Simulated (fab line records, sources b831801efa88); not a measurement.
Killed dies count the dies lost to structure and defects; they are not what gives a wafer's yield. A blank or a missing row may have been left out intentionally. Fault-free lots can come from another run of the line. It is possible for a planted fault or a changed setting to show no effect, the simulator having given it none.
What tool caused it? + flow sky130 + 11 lots, 33 wafers sampled, at 5 steps of a route of 708

== WHAT THE GAUGES SHOWED, per wafer ==
SKY_FIELD_ISO_BOW_MEAS_00. Usual: for INCOMING_BOW the level is 0 um and the standard deviation is 6.4.
| lot  | measured    | on            | INCOMING_BOW (um) | flag |
|------|-------------|---------------|-------------------|------|
| L307 | day 1 10:00 | film metro-02 | 5 -6 -3           |      |
| L308 | day 1 15:00 | film metro-04 | 3 17 -11          |      |
| L309 | day 1 20:00 | film metro-02 | 6 7 -5            |      |
| L310 | day 2 01:00 | film metro-02 | 1 2 -3            |      |
| L318 | day 3 17:00 | film metro-03 | -6 -5 -11         |      |
| L319 | day 3 22:01 | film metro-03 | 5 -3 12           |      |
| L321 | day 4 08:00 | film metro-04 | -1 6 -1           |      |
| L323 | day 4 18:00 | film metro-04 | -9 -6 -6          |      |
| L325 | day 5 04:00 | film metro-04 | 5 -8 -6           |      |
| L329 | day 6 00:01 | film metro-04 | -4 -5 8           |      |
| L330 | day 6 05:02 | film metro-04 | -2 -10 -7         |      |

SKY_NWELL_THK_MEAS_02. Usual: for NWELL_OXIDATION_THK the level is 10.06 nm and the standard deviation is 0.22.
| lot  | measured    | on            | NWELL_OXIDATION_THK (nm) | flag |
|------|-------------|---------------|--------------------------|------|
| L307 | day 2 11:46 | film metro-01 | 9.82 9.86 9.91           |      |
| L308 | day 2 19:44 | film metro-01 | 10.07 10.03 10.06        |      |
| L309 | day 3 01:56 | film metro-01 | 10.42 10.20 10.41        |      |
| L310 | day 3 03:26 | film metro-01 | 10.05 10.21 10.16        |      |
| L318 | day 4 21:14 | film metro-02 | 9.97 10.08 10.14         |      |
| L319 | day 5 04:08 | film metro-02 | 9.92 9.99 9.88           |      |
| L321 | day 5 16:08 | film metro-01 | 10.09 9.96 10.01         |      |
| L323 | day 6 02:01 | film metro-04 | 10.23 10.07 10.16        |      |
| L325 | day 6 13:57 | film metro-01 | 9.93 9.83 9.84           |      |
| L329 | day 7 11:25 | film metro-02 | 9.84 10.02 9.81          |      |
| L330 | day 7 14:20 | film metro-04 | 10.01 9.97 9.86          |      |

SKY_NWELL_RS_MEAS_29: measurement is done with a four-point probe. Usual: for NWELL_RS the level is 624.1 ohm/sq and the standard deviation is 1.9.
| lot  | measured     | on            | NWELL_RS (ohm/sq) | flag |
|------|--------------|---------------|-------------------|------|
| L307 | day 5 05:47  | film metro-04 | 625.3 625.9 624.9 |      |
| L308 | day 5 15:43  | film metro-02 | 624.2 624.7 623.6 |      |
| L309 | day 5 23:49  | film metro-02 | 621.6 622.4 620.6 |      |
| L310 | day 6 01:25  | film metro-01 | 622.5 623.0 622.4 |      |
| L318 | day 8 01:44  | film metro-04 | 615.3 614.7 613.4 | OFF  |
| L319 | day 8 09:53  | film metro-02 | 612.4 612.4 612.4 | OFF  |
| L321 | day 8 23:41  | film metro-01 | 623.5 623.4 622.8 |      |
| L323 | day 9 10:07  | film metro-01 | 626.0 624.3 625.0 |      |
| L325 | day 10 00:26 | film metro-02 | 624.4 623.6 625.7 |      |
| L329 | day 11 00:29 | film metro-04 | 626.3 624.2 626.4 |      |
| L330 | day 11 02:46 | film metro-04 | 622.8 622.4 621.7 |      |

== TOOL THAT RAN EACH LOT (tool first, then ch and the chambers of the sampled wafers, then the start) ==
| lot  | SKY_DNWELL_STRIP_08                 | SKY_NWELL_IMPLANT_12            |
|------|-------------------------------------|---------------------------------|
| L307 | plasma asher-04 ch 0,1, day 3 02:41 | implanter-01 ch 0, day 4 11:44  |
| L308 | plasma asher-04 ch 0, day 3 11:41   | implanter-02 ch 0, day 4 21:08  |
| L309 | plasma asher-02 ch 0,1, day 3 17:29 | implanter-01 ch 0, day 5 04:11  |
| L310 | plasma asher-02 ch 0,1, day 3 19:52 | implanter-03 ch 0, day 5 06:33  |
| L318 | plasma asher-04 ch 0,1, day 5 14:50 | implanter-01 ch 0, day 7 05:09  |
| L319 | plasma asher-03 ch 1, day 5 22:32   | implanter-01 ch 0, day 7 13:27  |
| L321 | plasma asher-02 ch 0,1, day 6 10:50 | implanter-03 ch 0, day 8 03:14  |
| L323 | plasma asher-02 ch 0,1, day 6 21:08 | implanter-03 ch 0, day 8 13:11  |
| L325 | plasma asher-03 ch 0,1, day 7 09:44 | implanter-02 ch 0, day 9 02:37  |
| L329 | plasma asher-04 ch 0,1, day 8 07:38 | implanter-03 ch 0, day 10 02:10 |
| L330 | plasma asher-02 ch 0,1, day 8 09:11 | implanter-02 ch 0, day 10 03:50 |
- SKY_DNWELL_STRIP_08: strips in O2/N2.
- SKY_NWELL_IMPLANT_12

== WHAT THE TOOLS THEMSELVES READ (means of the sampled wafers that have a number; where no wafer has one, the mark that the record gives instead) ==
SKY_DNWELL_STRIP_08. Usual: drypump motor current A 5.31 A, standard deviation 0.19; oes product au 0.723 a.u., standard deviation 0.0044; strip time to endpoint s 36.94 s, standard deviation 0.11.
| lot  | tool            | drypump motor current A (A) | oes product au (a.u.) | strip time to endpoint s (s) | flag |
|------|-----------------|-----------------------------|-----------------------|------------------------------|------|
| L307 | plasma asher-04 | 5.11                        | 0.726                 | 37.03                        |      |
| L308 | plasma asher-04 | 5.44                        | 0.721                 | 36.80                        |      |
| L309 | plasma asher-02 | 5.33                        | 0.722                 | 36.74                        |      |
| L310 | plasma asher-02 | 5.31                        | 0.722                 | 37.01                        |      |
| L318 | plasma asher-04 | 5.12                        | 0.726                 | 36.94                        |      |
| L319 | plasma asher-03 | 5.57                        | 0.725                 | 36.93                        |      |
| L321 | plasma asher-02 | 5.34                        | 0.724                 | 36.99                        |      |
| L323 | plasma asher-02 | 5.33                        | 0.723                 | 37.14                        |      |
| L325 | plasma asher-03 | 5.49                        | 0.726                 | 36.84                        |      |
| L329 | plasma asher-04 | 5.28                        | 0.721                 | 36.96                        |      |
| L330 | plasma asher-02 | 5.35                        | 0.725                 | 36.81                        |      |

SKY_NWELL_IMPLANT_12. Usual: dose ions cm2 1.2998e+12, standard deviation 1.6e+09; faraday current uA 7.32, standard deviation 0.13.
| lot  | tool         | dose ions cm2 | faraday current uA | flag |
|------|--------------|---------------|--------------------|------|
| L307 | implanter-01 | 1.2997e+12    | 7.17               |      |
| L308 | implanter-02 | 1.3009e+12    | 7.44               |      |
| L309 | implanter-01 | 1.3001e+12    | 7.37               |      |
| L310 | implanter-03 | 1.3008e+12    | 7.22               |      |
| L318 | implanter-01 | 1.6443e+12    | 9.38               | OFF  |
| L319 | implanter-01 | 1.6420e+12    | 9.19               | OFF  |
| L321 | implanter-03 | 1.3000e+12    | 7.34               |      |
| L323 | implanter-03 | 1.3001e+12    | 7.30               |      |
| L325 | implanter-02 | 1.2998e+12    | 7.28               |      |
| L329 | implanter-03 | 1.3004e+12    | 7.19               |      |
| L330 | implanter-02 | 1.2973e+12    | 7.38               |      |

== THE ANSWER, worked out from the rows above alone ==
Rule: a lot counts as off when the mean over its wafers that have a number is more than 3 standard deviations away from the usual mean. Also off: a lot with no number at a reading for which 4 or more lots have one. All remaining lots with rows at the step are treated as sound. The gauges are gone through in route order, then the tools' own readings, and for those a lot's mean is taken as printed above. The first step at which some lot is off is used, and at that step the reading that is off furthest; a lot without a number counts as furthest.
Off: L318, L319, seen at SKY_NWELL_RS_MEAS_29 (NWELL_RS).
A tool fits if, at a process step before that reading, it ran every lot that is off, and no sound lot after the first of them. The gauges at SKY_NWELL_RS_MEAS_29 aren't tried: what is off there is off at SKY_NWELL_IMPLANT_12 too, on other tools, and a gauge's error can't cause that. One fits: SKY_NWELL_IMPLANT_12 on implanter-01. Its last sound lot is L309 (day 5 04:11), its first lot that is off L318 (day 7 05:09): a fault that began between those two fits.
The tool's own readings at SKY_NWELL_IMPLANT_12 bear it out: on the lots that are off they differ by more than 5 times the standard deviation of the sound lots' means. dose ions cm2 reads 1.6432e+12 there against 1.2999e+12 on the sound lots; faraday current uA reads 9.29 there against 7.30 on the sound lots.

== WHAT WAS PUT IN BY THE SIMULATOR ==
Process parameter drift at SKY_NWELL_IMPLANT_12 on implanter-01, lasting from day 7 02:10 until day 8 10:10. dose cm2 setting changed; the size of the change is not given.
Shown lots that were struck: L318, L319. Same finding as the rule above.
